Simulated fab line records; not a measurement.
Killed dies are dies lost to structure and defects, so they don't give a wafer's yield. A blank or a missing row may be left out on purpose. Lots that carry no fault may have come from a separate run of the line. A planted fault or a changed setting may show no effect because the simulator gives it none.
A struck lot beside a sound one | flow sky130 | 15 steps out of a route of 708
Sound: the wafers L678.3, L678.4, L678.5. Struck: wafers L682.2, L682.3, L682.6. Last of all comes the cause.
At each step with rows: each side's tool, then ch and its chambers, then its first start. Under that, the readings that differ: sound wafers | struck wafers | difference of the means | sigmas: that difference in standard deviations of wafers without a fault.
alike: words and numbers the same on both sides, and readings whose means are apart by under 2 such deviations; not compared: readings that were withheld, readings missing a value for some wafer, numbers with overlapping values and no deviation given by the record, and bounds like >300 which may hide the same value.
A row with sigmas, a row that says differs or no value, or rows on one side alone: a step with any of these is where the two part. Non-overlapping numbers with no deviation appear without sigmas and do not part them. A reading that every wafer of one side lacks parts them only if that side has two wafers or more.

SKY_VIA3_BOW_MEAS_03:
  struck on film metro-03, day 42 02:53; sound on film metro-01, day 40 15:58
  alike: VIA3_BOW
then, 8 steps without rows for these wafers: SKY_VIA3_DEHYDRATE_04 (time 60 s); SKY_VIA3_HMDS_05 (prime time 60 s); SKY_VIA3_COAT_06 (resist thk 60 nm); SKY_VIA3_COAT_07 (resist thk 450 nm); SKY_VIA3_SOFTBAKE_08 (time 90 s); SKY_VIA3_EXPOSE_09 (exposes mask VIM3, target cd 200 nm); SKY_VIA3_PEB_10; SKY_VIA3_DEVELOP_11 (develop time 60 s).
SKY_VIA3_CD_MEAS_12 targets a cd of 200 nm.
  struck on cd sem-02, day 43 02:55; sound on cd sem-02, day 41 16:08
  alike: cd nm
SKY_VIA3_OVL_MEAS_13:
  struck on overlay-02, day 43 03:01; sound on overlay-02, day 41 16:13
  alike: VIA3_OVL
SKY_VIA3_ETCH_14: etches BARC in N2/H2, stops on SiO2, time 45.9 s, target depth 60 nm.
  sound on rie diel-02 ch 0,1,2, day 41 16:15; struck on rie diel-04 ch 0,2, day 43 03:03
  alike: bias w, chamber pressure mTorr, drypump motor current A, oes product au, throttle valve pct
  not compared: rf hours counter h
SKY_VIA3_ETCH_15: etches SiO2 in C4F8/O2/Ar, stops on TiN, target depth 507 nm, time 78 s.
  sound on rie diel-02 ch 0,1,2, day 41 16:17; struck on rie diel-04 ch 0,2, day 43 03:05
  no value came back on the struck wafers for bias w (W), chamber pressure mTorr (mTorr), oes product au (a.u.); on the sound wafers bias w (W) reads 1198 1205 1204
  reading                                     | sound           | struck            | difference | sigmas
  model.KrF-thick_of_VIA3_COAT_07.thk nm (nm) | 292.3 290 293.9 | 393.6 395.3 393.5 | +102.1     |
  not compared: rf hours counter h
SKY_VIA3_STRIP_16: strips in O2/N2.
  sound on plasma asher-03 ch 0,1, day 41 16:23; struck on plasma asher-04 ch 0,1, day 43 03:09
  reading                      | sound             | struck            | difference | sigmas
  oes product au (a.u.)        | 0.397 0.401 0.405 | 0.451 0.447 0.446 | +0.047     | +11
  strip time to endpoint s (s) | 4.13 4.11 4.15    | 5.20 5.23 5.19    | +1.08      | +36
  alike: chamber pressure mTorr, drypump motor current A
  not compared: rf hours counter h
then, 1 step without rows for these wafers: SKY_VIA3_STRIP_17 (strips in post etch residue remover, time 1200 s).

## WHERE THEY PART
Last at SKY_VIA3_STRIP_16 as far as this record goes, first at SKY_VIA3_ETCH_15.

WHY: what had been put in by the simulator
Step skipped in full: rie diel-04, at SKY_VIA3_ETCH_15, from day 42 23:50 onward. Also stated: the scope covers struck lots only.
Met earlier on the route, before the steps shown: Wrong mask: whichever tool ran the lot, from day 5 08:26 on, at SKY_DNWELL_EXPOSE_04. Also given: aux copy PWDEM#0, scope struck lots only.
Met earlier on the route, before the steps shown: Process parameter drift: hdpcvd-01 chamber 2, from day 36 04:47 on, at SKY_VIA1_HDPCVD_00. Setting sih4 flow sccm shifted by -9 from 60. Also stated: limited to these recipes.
